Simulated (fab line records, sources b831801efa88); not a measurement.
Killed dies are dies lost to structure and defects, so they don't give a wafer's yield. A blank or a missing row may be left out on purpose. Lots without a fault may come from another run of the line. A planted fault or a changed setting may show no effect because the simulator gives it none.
Which tool did it? | flow gf180mcu | 13 lots, 39 wafers sampled, at 5 steps of a route of 602

WHAT THE GAUGES READ, wafer by wafer
GF_MVPSD_OVL_MEAS_07. Usual: MVPSD_OVL 0.9 nm, standard deviation 1.1.
lot  | measured     | on         | MVPSD_OVL (nm) | flag
L667 | day 4 23:14  | overlay-02 | 2.2 2.6 0.5    |
L669 | day 5 12:02  | overlay-01 | 1.5 2.5 1.8    |
L670 | day 5 18:56  | overlay-01 | 1.2 1.3 1.0    |
L671 | day 6 02:17  | overlay-01 | -0.3 0.5 2.1   |
L676 | day 7 08:44  | overlay-02 | 1.0 -2.0 -0.2  |
L679 | day 8 04:53  | overlay-01 | 1.4 -0.8 -0.7  |
L683 | day 9 02:58  | overlay-01 | -1.0 -1.5 -0.5 |
L684 | day 9 09:44  | overlay-01 | 0.9 1.2 2.0    |
L685 | day 9 17:13  | overlay-02 | 1.6 3.0 0.0    |
L686 | day 9 20:54  | overlay-02 | 0.5 0.9 0.0    |
L688 | day 10 07:53 | overlay-02 | -0.8 1.1 -1.0  |
L689 | day 10 15:32 | overlay-02 | 1.3 1.9 2.0    |
L690 | day 10 20:47 | overlay-02 | -0.2 0.8 1.5   |

GF_VT_IMPLANT_TW_MEAS_43. Usual: VT_IMPLANT_4_TW 692, standard deviation 3.9.
lot  | measured     | on            | VT_IMPLANT_4_TW | flag
L667 | day 7 13:23  | film_metro-02 | 692 691 687     |
L669 | day 8 04:01  | film_metro-03 | 699 695 697     |
L670 | day 8 11:43  | film_metro-03 | 700 695 696     |
L671 | day 8 19:58  | film_metro-04 | 690 689 687     |
L676 | day 10 06:27 | film_metro-04 | 617 614 619     | OFF
L679 | day 11 03:43 | film_metro-03 | 620 620 621     | OFF
L683 | day 12 05:12 | film_metro-03 | 692 692 691     |
L684 | day 12 10:59 | film_metro-03 | 697 699 696     |
L685 | day 12 20:13 | film_metro-04 | 697 691 695     |
L686 | day 13 00:42 | film_metro-03 | 690 692 689     |
L688 | day 13 14:34 | film_metro-02 | 694 685 687     |
L689 | day 13 21:43 | film_metro-02 | 686 689 687     |
L690 | day 14 03:14 | film_metro-03 | 691 691 691     |

GF_DUAL_GATE_THK_MEAS_03. Usual: DUAL_GATE_OXIDATION_00_THK 10.72 nm, standard deviation 0.19.
lot  | measured     | on            | DUAL_GATE_OXIDATION_00_THK (nm) | flag
L667 | day 7 16:15  | film_metro-02 | 11.00 10.84 10.92               |
L669 | day 8 06:21  | film_metro-04 | 10.45 10.36 10.53               |
L670 | day 8 14:17  | film_metro-02 | 11.22 11.23 10.99               |
L671 | day 8 22:17  | film_metro-04 | 10.76 10.64 10.62               |
L676 | day 10 08:58 | film_metro-02 | 10.74 10.84 10.87               |
L679 | day 11 06:02 | film_metro-02 | 11.25 10.84 10.78               |
L683 | day 12 08:13 | film_metro-01 | 10.64 10.59 10.57               |
L684 | day 12 13:58 | film_metro-01 | 10.61 10.77 10.79               |
L685 | day 13 00:30 | film_metro-04 | 10.66 10.81 10.62               |
L686 | day 13 03:02 | film_metro-04 | 10.93 10.77 10.89               |
L688 | day 13 16:53 | film_metro-01 | 10.76 10.76 10.77               |
L689 | day 14 00:24 | film_metro-02 | 10.71 10.68 10.75               |
L690 | day 14 05:34 | film_metro-02 | 10.59 10.54 10.51               |

WHICH TOOL RAN EACH LOT (tool, then ch and the chambers of the sampled wafers, then the start)
lot  | GF_LVPWELL_STRIP_10                 | GF_VT_IMPLANT_IMPLANT_41
L667 | plasma_asher-02 ch 1, day 3 20:34   | implanter-03 ch 0, day 7 13:08
L669 | plasma_asher-02 ch 0,1, day 4 07:58 | implanter-03 ch 0, day 8 03:47
L670 | plasma_asher-04 ch 0,1, day 4 13:58 | implanter-03 ch 0, day 8 11:29
L671 | plasma_asher-04 ch 0,1, day 4 20:22 | implanter-04 ch 0, day 8 19:43
L676 | plasma_asher-02 ch 0,1, day 6 00:51 | implanter-01 ch 0, day 10 06:14
L679 | plasma_asher-03 ch 0,1, day 6 19:55 | implanter-01 ch 0, day 11 03:28
L683 | plasma_asher-04 ch 0,1, day 7 16:22 | implanter-04 ch 0, day 12 04:57
L684 | plasma_asher-03 ch 0,1, day 7 23:25 | implanter-04 ch 0, day 12 10:44
L685 | plasma_asher-02 ch 0,1, day 8 05:58 | implanter-03 ch 0, day 12 19:58
L686 | plasma_asher-04 ch 0,1, day 8 09:36 | implanter-03 ch 0, day 13 00:29
L688 | plasma_asher-03 ch 0, day 8 20:10   | implanter-04 ch 0, day 13 14:20
L689 | plasma_asher-04 ch 1, day 9 04:01   | implanter-01 ch 0, day 13 21:29
L690 | plasma_asher-03 ch 0,1, day 9 08:22 | implanter-04 ch 0, day 14 02:59
- GF_LVPWELL_STRIP_10: strips in O2/N2.
- GF_VT_IMPLANT_IMPLANT_41

WHAT THE TOOLS THEMSELVES READ (means of the sampled wafers that have a number; where no wafer has one, the mark that the record gives instead)
GF_LVPWELL_STRIP_10. Usual: chamber_pressure_mTorr 1500.2 mTorr, standard deviation 1.5; drypump_motor_current_A 5.6 A, standard deviation 0.54; heater_power_w 318 W, standard deviation 34; o2_flow_sccm 3000 sccm, standard deviation 8.3; oes_product_au 0.723 a.u., standard deviation 0.0045; strip_time_to_endpoint_s 36.97 s, standard deviation 0.11.
lot  | tool            | chamber_pressure_mTorr (mTorr) | drypump_motor_current_A (A) | heater_power_w (W) | o2_flow_sccm (sccm) | oes_product_au (a.u.) | strip_time_to_endpoint_s (s) | flag
L667 | plasma_asher-02 | 1499.3                         | 5.5                         | 306                | 2998                | 0.723                 | 36.90                        |
L669 | plasma_asher-02 | 1499.8                         | 5.5                         | 297                | 2992                | 0.725                 | 37.18                        |
L670 | plasma_asher-04 | 1501.0                         | 5.2                         | 302                | 2999                | 0.723                 | 36.97                        |
L671 | plasma_asher-04 | 1500.0                         | 5.2                         | 307                | 2996                | 0.722                 | 36.99                        |
L676 | plasma_asher-02 | 1501.2                         | 5.5                         | 302                | 2992                | 0.720                 | 36.86                        |
L679 | plasma_asher-03 | 1502.5                         | 6.4                         | 369                | 3013                | 0.727                 | 36.94                        |
L683 | plasma_asher-04 | 1499.5                         | 5.2                         | 298                | 3003                | 0.723                 | 37.13                        |
L684 | plasma_asher-03 | 1499.5                         | 6.4                         | 347                | 3004                | 0.727                 | 37.09                        |
L685 | plasma_asher-02 | 1500.4                         | 5.5                         | 288                | 2995                | 0.726                 | 36.94                        |
L686 | plasma_asher-04 | 1499.9                         | 5.2                         | 298                | 2991                | 0.721                 | 36.85                        |
L688 | plasma_asher-03 | 1501.1                         | 6.4                         | 389                | 2999                | 0.728                 | 37.07                        |
L689 | plasma_asher-04 | 1499.9                         | 4.8                         | 329                | 3004                | 0.719                 | 36.99                        |
L690 | plasma_asher-03 | 1499.9                         | 6.4                         | 345                | 2996                | 0.723                 | 36.95                        |

GF_VT_IMPLANT_IMPLANT_41. Usual: end_station_pressure_torr 5.01e-06 Torr, standard deviation 2.8e-07; tilt_deg 6.999 degrees, standard deviation 0.02.
lot  | tool         | end_station_pressure_torr (Torr) | tilt_deg (degrees) | flag
L667 | implanter-03 | 5.12e-06                         | 6.971              |
L669 | implanter-03 | 4.98e-06                         | 7.032              |
L670 | implanter-03 | 5.00e-06                         | 7.001              |
L671 | implanter-04 | 5.18e-06                         | 6.988              |
L676 | implanter-01 | 5.05e-06                         | -0.036             | OFF
L679 | implanter-01 | 5.02e-06                         | 0.004              | OFF
L683 | implanter-04 | 5.02e-06                         | 6.983              |
L684 | implanter-04 | 4.89e-06                         | 7.026              |
L685 | implanter-03 | 4.95e-06                         | 6.995              |
L686 | implanter-03 | 5.06e-06                         | 7.010              |
L688 | implanter-04 | 4.98e-06                         | 7.003              |
L689 | implanter-01 | 5.18e-06                         | 6.993              |
L690 | implanter-04 | 5.15e-06                         | 6.975              |

THE ANSWER, worked out from the rows above alone
Rule: a lot is off if the mean of its wafers that have a number lies more than 3 standard deviations from the usual mean. A lot without any number at a reading at which 4 lots or more have one is off too. The other lots that the step has rows for count as sound. The gauges are gone through in route order, then the tools' own readings, and for those a lot's mean is taken as printed above. The first step at which some lot is off is used, and at that step the reading that is off furthest; a lot without a number counts as furthest.
Off: L676, L679, at GF_VT_IMPLANT_TW_MEAS_43 (VT_IMPLANT_4_TW).
A tool fits if, at a process step before that reading, it ran every lot that is off, and no sound lot after the first of them. The gauges at GF_VT_IMPLANT_TW_MEAS_43 aren't tried: what is off there is off at GF_VT_IMPLANT_IMPLANT_41 too, on other tools, and a gauge's error can't cause that. None of those tried fits.

WHAT THE SIMULATOR HAD PUT IN
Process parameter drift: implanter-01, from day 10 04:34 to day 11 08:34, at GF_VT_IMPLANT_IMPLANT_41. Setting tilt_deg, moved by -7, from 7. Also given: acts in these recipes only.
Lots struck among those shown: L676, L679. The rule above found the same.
